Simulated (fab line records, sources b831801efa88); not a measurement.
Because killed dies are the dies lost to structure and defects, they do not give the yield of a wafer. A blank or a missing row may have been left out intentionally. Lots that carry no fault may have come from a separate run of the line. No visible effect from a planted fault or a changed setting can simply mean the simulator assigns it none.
The tool behind it: which one? :: flow gf180mcu :: Sampling: 14 lots, 40 wafers, 3 of 602 route steps

## WHAT THE GAUGES SHOWED, per wafer
GF_POLY_GATE_THK_MEAS_17. Usual: POLY_GATE_OXIDATION_THK typically reads 4.01 nm, with standard deviation 0.067.
lot: L810
measured: day 9 02:53
on: filmMetro-03
POLY_GATE_OXIDATION_THK (nm): 4.04 4.01 3.98
flag: 

lot: L812
measured: day 9 17:03
on: filmMetro-02
POLY_GATE_OXIDATION_THK (nm): 4.02 3.92 4.01
flag: 

lot: L817
measured: day 11 06:47
on: filmMetro-03
POLY_GATE_OXIDATION_THK (nm): 3.97 4.02
flag: 

lot: L818
measured: day 11 12:14
on: filmMetro-03
POLY_GATE_OXIDATION_THK (nm): 4.05 4.03
flag: 

lot: L823
measured: day 13 01:53
on: filmMetro-04
POLY_GATE_OXIDATION_THK (nm): 4.03 3.97 3.99
flag: 

lot: L824
measured: day 13 05:49
on: filmMetro-02
POLY_GATE_OXIDATION_THK (nm): 3.99 4.02 3.88
flag: 

lot: L826
measured: day 14 09:33
on: filmMetro-02
POLY_GATE_OXIDATION_THK (nm): 4.01 4.04 4.03
flag: 

lot: L827
measured: day 14 13:20
on: filmMetro-02
POLY_GATE_OXIDATION_THK (nm): 3.97 4.14 4.07
flag: 

lot: L828
measured: day 14 18:29
on: filmMetro-02
POLY_GATE_OXIDATION_THK (nm): 4.12 4.06 4.08
flag: 

lot: L829
measured: day 15 05:44
on: filmMetro-04
POLY_GATE_OXIDATION_THK (nm): 4.15 4.18 4.12
flag: 

lot: L830
measured: day 15 12:08
on: filmMetro-02
POLY_GATE_OXIDATION_THK (nm): 4.00 3.84 3.92
flag: 

lot: L831
measured: day 15 18:26
on: filmMetro-02
POLY_GATE_OXIDATION_THK (nm): 4.00 3.96 3.95
flag: 

lot: L832
measured: day 15 22:44
on: filmMetro-03
POLY_GATE_OXIDATION_THK (nm): 4.00 4.07 4.10
flag: 

lot: L833
measured: day 16 09:10
on: filmMetro-03
POLY_GATE_OXIDATION_THK (nm): 3.99 4.00 4.00
flag: 

GF_HV_LDD_TW_MEAS_11. Usual: HV_LDD_TW typically reads 2392, with standard deviation 30.
lot: L810
measured: day 9 20:31
on: filmMetro-04
HV_LDD_TW: 2422 2428 2420
flag: 

lot: L812
measured: day 10 10:44
on: filmMetro-03
HV_LDD_TW: 2352 2347 2356
flag: 

lot: L817
measured: day 12 01:38
on: filmMetro-03
HV_LDD_TW: 2353 2350
flag: 

lot: L818
measured: day 12 07:33
on: filmMetro-01
HV_LDD_TW: 2391 2417
flag: 

lot: L823
measured: day 13 22:52
on: filmMetro-04
HV_LDD_TW: 2434 2421 2424
flag: 

lot: L824
measured: day 14 02:37
on: filmMetro-03
HV_LDD_TW: 2354 2361 2353
flag: 

lot: L826
measured: day 15 07:17
on: filmMetro-01
HV_LDD_TW: 2413 2405 2415
flag: 

lot: L827
measured: day 15 11:16
on: filmMetro-01
HV_LDD_TW: 2407 2401 2402
flag: 

lot: L828
measured: day 15 16:48
on: filmMetro-03
HV_LDD_TW: 2359 2371 2359
flag: 

lot: L829
measured: day 16 03:58
on: filmMetro-01
HV_LDD_TW: 2405 2382 2394
flag: 

lot: L830
measured: day 16 10:47
on: filmMetro-04
HV_LDD_TW: 2420 2435 2428
flag: 

lot: L831
measured: day 16 16:58
on: filmMetro-01
HV_LDD_TW: 2402 2388 2406
flag: 

lot: L832
measured: day 16 21:30
on: filmMetro-03
HV_LDD_TW: 2342 2341 2344
flag: 

lot: L833
measured: day 17 07:37
on: filmMetro-01
HV_LDD_TW: 2417 2419 2432
flag: 

GF_HV_LDD_CD_MEAS_19: the cd target is 400 nm. Usual: 400.3 nm for cdNm, sd 2.2.
lot: L810
measured: day 10 14:14
on: cdSem-01
cdNm (nm): 401.0 400.8 400.4
flag: 

lot: L812
measured: day 11 04:33
on: cdSem-01
cdNm (nm): 403.2 404.1 404.0
flag: 

lot: L817
measured: day 12 20:55
on: cdSem-02
cdNm (nm): 403.6 402.7
flag: 

lot: L818
measured: day 13 03:12
on: cdSem-02
cdNm (nm): 399.1 397.2
flag: 

lot: L823
measured: day 14 19:01
on: cdSem-01
cdNm (nm): 400.7 400.9 400.3
flag: 

lot: L824
measured: day 14 23:11
on: cdSem-01
cdNm (nm): 403.2 404.3 402.7
flag: 

lot: L826
measured: day 16 04:46
on: cdSem-01
cdNm (nm): 399.1 403.0 397.9
flag: 

lot: L827
measured: day 16 08:50
on: cdSem-02
cdNm (nm): 399.6 397.9 398.8
flag: 

lot: L828
measured: day 16 14:35
on: cdSem-02
cdNm (nm): 401.6 401.8 400.9
flag: 

lot: L829
measured: day 17 02:32
on: cdSem-01
cdNm (nm): 397.0 396.6 396.9
flag: 

lot: L830
measured: day 17 09:31
on: cdSem-02
cdNm (nm): 400.0 401.1 399.9
flag: 

lot: L831
measured: day 17 15:01
on: cdSem-01
cdNm (nm): 402.8 401.2 403.4
flag: 

lot: L832
measured: day 17 19:51
on: cdSem-01
cdNm (nm): 403.2 402.5 403.0
flag: 

lot: L833
measured: day 18 06:56
on: cdSem-02
cdNm (nm): 399.5 399.6 400.0
flag: 

## WHICH TOOL RAN EACH LOT (tool, then ch and the chambers of the sampled wafers, then the start)
The record holds no process step before these readings.

## WHAT THE TOOLS THEMSELVES READ (means of the sampled wafers that have a number; where no wafer has one, the mark that the record gives instead)
The record holds no such reading with a usual standard deviation.

## THE ANSWER, worked out from the rows above alone
Rule: a lot is off if the mean of its wafers that have a number lies more than 3 standard deviations from the usual mean. Also off: a lot with no number at a reading for which 4 or more lots have one. Any other lot the step has rows for is counted as sound. After the gauges, taken in route order, come the tools' own readings; for these a lot's mean is taken, as printed above. At the first step where some lot is off, the reading lying furthest off is the one used; lots without a number count as furthest.
None of the lots is off at any reading shown; this tells nothing.

## WHAT THE SIMULATOR PUT IN
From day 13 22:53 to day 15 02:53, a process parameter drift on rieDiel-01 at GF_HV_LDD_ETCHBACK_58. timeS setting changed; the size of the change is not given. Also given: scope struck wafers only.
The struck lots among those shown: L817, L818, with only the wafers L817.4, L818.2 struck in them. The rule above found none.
